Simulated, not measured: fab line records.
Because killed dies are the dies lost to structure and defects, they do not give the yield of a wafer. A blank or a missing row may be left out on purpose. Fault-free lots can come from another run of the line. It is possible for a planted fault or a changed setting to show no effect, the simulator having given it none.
2 desks, one fault | flow sfqLine | what lay behind the numbers comes last; until then each desk has only its own

## DESK OF THE TOOL OWNER: rieMetal-02
The tool's own readings at SFQ_TRILAYER_M6_BARC_OPEN_METAL_ETCH_206 (etches BARC in O2, target depth 125 nm, time 41.7 s): means of the sampled wafers that have a number, for each lot that ran on this tool. The brackets show how far a lot's mean lies from the usual mean; more than 4 standard deviations puts the lot out of limits, marked OUT.
Columns: A = biasW at SFQ_TRILAYER_M6_BARC_OPEN_METAL_ETCH_206, usual 79.97 W; B = drypumpMotorCurrentA at SFQ_TRILAYER_M6_BARC_OPEN_METAL_ETCH_206, usual 5.7 A; C = heBacksideLeakSccm at SFQ_TRILAYER_M6_BARC_OPEN_METAL_ETCH_206, usual 3.6 sccm; D = oesProductAu at SFQ_TRILAYER_M6_BARC_OPEN_METAL_ETCH_206, usual 0.680 a.u.; E = runLengthS at SFQ_TRILAYER_M6_BARC_OPEN_METAL_ETCH_206, usual 70.2 s
lot  | first seen here | A     | B   | C   | D                | E
L462 | day 77 16:01    | 79.87 | 6.1 | 3.4 | 0.672            | 70.2
L471 | day 79 17:04    | 80.34 | 6.2 | 3.7 | 0.729 (+9.8) OUT | 66.5 (-4.8) OUT
L473 | day 80 07:49    | 79.74 | 6.2 | 3.8 | 0.725 (+8.9) OUT | 66.4 (-4.9) OUT
L474 | day 80 10:04    | 80.00 | 6.1 | 3.7 | 0.704 (+4.9) OUT | 68.5
Finding of this desk: L471, L473, L474 out of limits; the first was L471 at day 79 17:04, on oesProductAu at SFQ_TRILAYER_M6_BARC_OPEN_METAL_ETCH_206. L462 stayed within limits.

## METROLOGY DESK
Lot by lot, what the gauges showed, no matter which tool ran the lot: averages of those sampled wafers that carry a number. The brackets show how far a lot's mean lies from the usual mean; more than 4 standard deviations puts the lot out of limits, marked OUT.
Columns: A = M6_NB_RS at SFQ_M6_RS_MEAS_938, usual 0.887 ohm/sq; B = M6_OVL at SFQ_M6_OVL_MEAS_940, usual 2 nm
lot  | first seen here | A     | B
L462 | day 77 00:54    | 0.906 | 5
L466 | day 77 23:00    | 0.887 | 5
L471 | day 79 14:37    | 0.882 | -0
L473 | day 80 03:27    | 0.894 | 8
L474 | day 80 07:35    | 0.888 | 2
L475 | day 81 08:34    | 0.890 | 8
L476 | day 81 10:56    | 0.892 | -1
Finding of this desk: none of the 7 lots has anything out of limits.

## PUT TOGETHER
At day 79 17:04, on L471, L473, L474, the tool owner's desk was in a position to raise an alarm.
The metrology desk saw nothing out of limits.
The metrology desk holds a record of L471, L473, L474, inside its limits.
On rieMetal-02, each named lot ran SFQ_TRILAYER_M6_BARC_OPEN_METAL_ETCH_206.

## WHAT WAS PUT IN BY THE SIMULATOR
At SFQ_TRILAYER_M6_BARC_OPEN_METAL_ETCH_206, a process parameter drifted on rieMetal-02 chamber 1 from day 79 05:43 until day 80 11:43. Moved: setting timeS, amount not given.
Lots struck among those shown: L471, L473, L474.
Time in hours from fault onset to the first out-of-limits reading at each desk: the tool owner's desk, 11.
